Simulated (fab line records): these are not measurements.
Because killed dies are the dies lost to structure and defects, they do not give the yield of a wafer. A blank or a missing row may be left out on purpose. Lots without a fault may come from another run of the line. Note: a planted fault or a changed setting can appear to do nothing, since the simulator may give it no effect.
Matching of chambers -- flow sky130 -- 4 sister chambers for SKY_VIA4_CMP_02 on cmp-02
The step polishes SiO2. 14 wafers are shown with their chamber, then 7 later ones without.

WAFERS PAIRED WITH THEIR CHAMBERS
wafer,chamber,motor-current-A (A),slurry-filter-dp-kPa (kPa)
L195.1,1,11.2,13.62
L195.3,3,12.4,13.71
L195.6,2,13.2,13.67
L198.1,1,11.6,13.35
L198.2,2,13.9,13.65
L198.5,3,12.4,13.57
L201.2,0,10.1,13.57
L201.3,1,11.5,13.62
L201.4,2,13.9,13.61
L207.3,1,11.4,13.82
L207.4,0,10.4,13.51
L207.6,0,10.3,13.59
L212.3,0,10.3,13.58
L212.5,1,11.2,13.42

SIGNATURES (averages over the wafers above)
reading,chamber 0,chamber 1,chamber 2,chamber 3,scatter within a chamber
motor-current-A,10.275,11.380,13.667,12.400,0.224
slurry-filter-dp-kPa,13.5625,13.5660,13.6433,13.6400,0.124
Rule: a wafer lies at a distance from a chamber equal to the root of the sum of squares, over the readings, of (its reading less the chamber's mean, divided by the reading's scatter). If the next closest chamber is less than 2 further off than the closest, the wafer can't be placed; otherwise it belongs to the closest. The scatter is the square root of a quotient: the sum, over the shown wafers, of each reading's squared deviation from its chamber's mean, divided by wafers minus chambers.

WAFERS WITHOUT THEIR CHAMBER
wafer,motor-current-A (A),slurry-filter-dp-kPa (kPa)
L212.6,10.4,13.71
L215.1,10.0,13.74
L215.4,12.9,13.37
L215.5,10.9,13.57
L217.1,12.3,13.50
L217.5,11.5,13.61
L217.6,13.3,13.57

CHAMBER TAKEN BY EACH
wafer,from the rows above,in truth
L212.6,0,0
L215.1,0,0
L215.4,can't be placed: 3 or 2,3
L215.5,can't be placed: 1 or 0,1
L217.1,3,3
L217.5,1,1
L217.6,2,2
Correctly placed: 5 of 7. Can't be placed from these rows: 2 (the true chamber is among the candidates in 2). Number placed wrongly: 0.
